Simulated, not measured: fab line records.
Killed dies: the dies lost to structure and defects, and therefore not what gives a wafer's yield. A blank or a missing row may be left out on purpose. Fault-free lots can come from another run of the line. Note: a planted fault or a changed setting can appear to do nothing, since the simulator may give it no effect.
Which tool is to blame?    flow gf180mcu    Sampling: 10 lots, 30 wafers, 6 of 602 route steps

WHAT THE GAUGES SHOWED, per wafer
GF_M4_RS_MEAS_05: the measuring method here is four-point-probe.
lot   measured      on             M4_ALCU_RS (ohm/sq)
L477  day 22 02:22  film metro-01  0.0691 0.0688 0.0703
L480  day 23 09:14  film metro-04  0.0685 0.0696 0.0682
L482  day 24 07:30  film metro-03  0.0706 0.0683 0.0697
L484  day 25 00:17  film metro-03  0.0701 0.0686 0.0683
L487  day 26 00:50  film metro-01  0.0697 0.0701 0.0699
L488  day 26 07:49  film metro-03  0.0695 0.0704 0.0687
L490  day 26 22:51  film metro-04  0.0688 0.0682 0.0679
L491  day 27 05:26  film metro-04  0.0696 0.0692 0.0706
L494  day 28 18:37  film metro-01  0.0687 0.0681 0.0679
L500  day 30 01:23  film metro-04  0.1264 0.0699 0.0693

GF_M4_THK_MEAS_06: measures by xrf.
lot   measured      on             M4_ALCU_THK (nm)
L477  day 22 02:28  film metro-01  448 451 440
L480  day 23 09:21  film metro-04  454 447 456
L482  day 24 07:37  film metro-03  443 456 447
L484  day 25 00:25  film metro-03  445 455 459
L487  day 26 00:57  film metro-01  445 442 443
L488  day 26 07:56  film metro-03  449 445 455
L490  day 26 22:58  film metro-04  456 458 463
L491  day 27 05:32  film metro-04  448 452 443
L494  day 28 18:44  film metro-01  452 455 457
L500  day 30 01:30  film metro-04  251 447 454

EACH LOT AND THE TOOL THAT RAN IT (in order: tool; ch and the chambers of the sampled wafers; start)
lot   GF_V3_ETCH_16                       GF_M4_SPUTTER_00              GF_M4_SPUTTER_01              GF_M4_SPUTTER_02
L477  rie diel-03 ch 0,1,3, day 22 00:43  pvd sputter-04, day 22 02:07  pvd sputter-04, day 22 02:13  pvd sputter-04, day 22 02:14
L480  rie diel-03 ch 2,3, day 23 07:39    pvd sputter-04, day 23 09:01  pvd sputter-04, day 23 09:07  pvd sputter-04, day 23 09:08
L482  rie diel-03 ch 1,2,3, day 24 05:55  pvd sputter-04, day 24 07:17  pvd sputter-04, day 24 07:23  pvd sputter-04, day 24 07:25
L484  rie diel-03 ch 1,3, day 24 20:04    pvd sputter-04, day 25 00:04  pvd sputter-04, day 25 00:10  pvd sputter-04, day 25 00:12
L487  rie diel-01 ch 0,2,3, day 25 23:15  pvd sputter-03, day 26 00:37  pvd sputter-03, day 26 00:43  pvd sputter-03, day 26 00:44
L488  rie diel-03 ch 2,3, day 26 06:14    pvd sputter-03, day 26 07:35  pvd sputter-03, day 26 07:41  pvd sputter-03, day 26 07:43
L490  rie diel-03 ch 2,3, day 26 21:13    pvd sputter-01, day 26 22:37  pvd sputter-01, day 26 22:43  pvd sputter-01, day 26 22:44
L491  rie diel-02 ch 1,2, day 27 03:40    pvd sputter-01, day 27 05:10  pvd sputter-01, day 27 05:16  pvd sputter-01, day 27 05:18
L494  rie diel-01 ch 1,2,3, day 28 16:11  pvd sputter-03, day 28 18:24  pvd sputter-03, day 28 18:30  pvd sputter-03, day 28 18:32
L500  rie diel-03 ch 0,1,3, day 29 23:47  pvd sputter-04, day 30 01:10  pvd sputter-04, day 30 01:16  pvd sputter-04, day 30 01:17
- GF_V3_ETCH_16: etches BARC in N2/H2.
- GF_M4_SPUTTER_00: material Ti, target thk 37.5 nm, time 150 s.
- GF_M4_SPUTTER_01: material TiN, target thk 30 nm, time 25 s.
- GF_M4_SPUTTER_02: material AlCu, target thk 450 nm, time 23.9 s.

WHAT THE TOOLS THEMSELVES READ (means of the sampled wafers that have a number; where no wafer has one, the mark that the record gives instead)
GF_V3_ETCH_16.
lot   tool         drypump motor current A (A)  oes product au (a.u.)  throttle valve pct (%)
L477  rie diel-03  5.2                          0.853                  13.223
L480  rie diel-03  5.0                          0.851                  13.222
L482  rie diel-03  5.0                          0.854                  13.232
L484  rie diel-03  5.0                          0.852                  13.229
L487  rie diel-01  6.0                          0.850                  13.237
L488  rie diel-03  5.0                          0.858                  13.219
L490  rie diel-03  5.0                          0.854                  13.221
L491  rie diel-02  5.4                          0.859                  13.232
L494  rie diel-01  5.9                          0.858                  13.232
L500  rie diel-03  5.2                          0.861                  13.225

GF_M4_SPUTTER_00.
lot   tool            chamber pressure pa (Pa)  throttle valve pct (%)
L477  pvd sputter-04  1.999                     29.5
L480  pvd sputter-04  2.001                     29.5
L482  pvd sputter-04  1.997                     30.1
L484  pvd sputter-04  2.001                     29.9
L487  pvd sputter-03  1.995                     30.7
L488  pvd sputter-03  2.001                     30.6
L490  pvd sputter-01  1.999                     30.5
L491  pvd sputter-01  1.998                     30.5
L494  pvd sputter-03  2.004                     31.1
L500  pvd sputter-04  2.002                     29.6

GF_M4_SPUTTER_01.
lot   tool            chamber pressure pa (Pa)  throttle valve pct (%)
L477  pvd sputter-04  0.3986                    29.4
L480  pvd sputter-04  0.4005                    29.5
L482  pvd sputter-04  0.3994                    30.2
L484  pvd sputter-04  0.3995                    29.9
L487  pvd sputter-03  0.4004                    30.6
L488  pvd sputter-03  0.3996                    30.5
L490  pvd sputter-01  0.4002                    30.5
L491  pvd sputter-01  0.4002                    30.4
L494  pvd sputter-03  0.3992                    30.9
L500  pvd sputter-04  0.4004                    29.7

GF_M4_SPUTTER_02.
lot   tool            chamber pressure pa (Pa)  throttle valve pct (%)
L477  pvd sputter-04  0.3994                    29.6
L480  pvd sputter-04  0.3997                    29.6
L482  pvd sputter-04  0.3996                    30.1
L484  pvd sputter-04  0.3992                    30.0
L487  pvd sputter-03  0.4000                    30.9
L488  pvd sputter-03  0.4001                    30.4
L490  pvd sputter-01  0.4003                    30.5
L491  pvd sputter-01  0.4003                    30.3
L494  pvd sputter-03  0.4004                    30.9
L500  pvd sputter-04  0.3996                    29.6

THE ANSWER, worked out from the rows above alone
Rule: the usual values come from the lots themselves. The widest of any qualifying gaps counts: lots, ordered by their means at a reading, are off when they make up no more than a third of the lots, leave a main group of 4 or more, and stand apart from it by 3 or more times the standard deviation of that group's means. A main group is skipped when, at the precision printed for the reading in the tables above, its means are all equal. A lot without any number at a reading at which 4 lots or more have one is off too. All remaining lots with rows at the step are treated as sound. Order of review: gauges by route order, followed by the tools' own readings, for which a lot's mean as printed above is used. At the first step where some lot is off, the reading lying furthest off is the one used; lots without a number count as furthest.
Off: L500, seen at GF_M4_RS_MEAS_05 (M4_ALCU_RS). For the main group the mean is 0.0692 ohm/sq and the standard deviation 0.00058.
A tool fits if, at a process step before that reading, it ran every lot that is off, and no sound lot after the first of them. The gauges at GF_M4_RS_MEAS_05 are tried like those tools. Can't be told from this: 3 tools fit, rie diel-03 at GF_V3_ETCH_16, pvd sputter-04 at GF_M4_SPUTTER_00 and GF_M4_SPUTTER_01 and GF_M4_SPUTTER_02, film metro-04 at GF_M4_RS_MEAS_05.

WHAT THE SIMULATOR HAD PUT IN
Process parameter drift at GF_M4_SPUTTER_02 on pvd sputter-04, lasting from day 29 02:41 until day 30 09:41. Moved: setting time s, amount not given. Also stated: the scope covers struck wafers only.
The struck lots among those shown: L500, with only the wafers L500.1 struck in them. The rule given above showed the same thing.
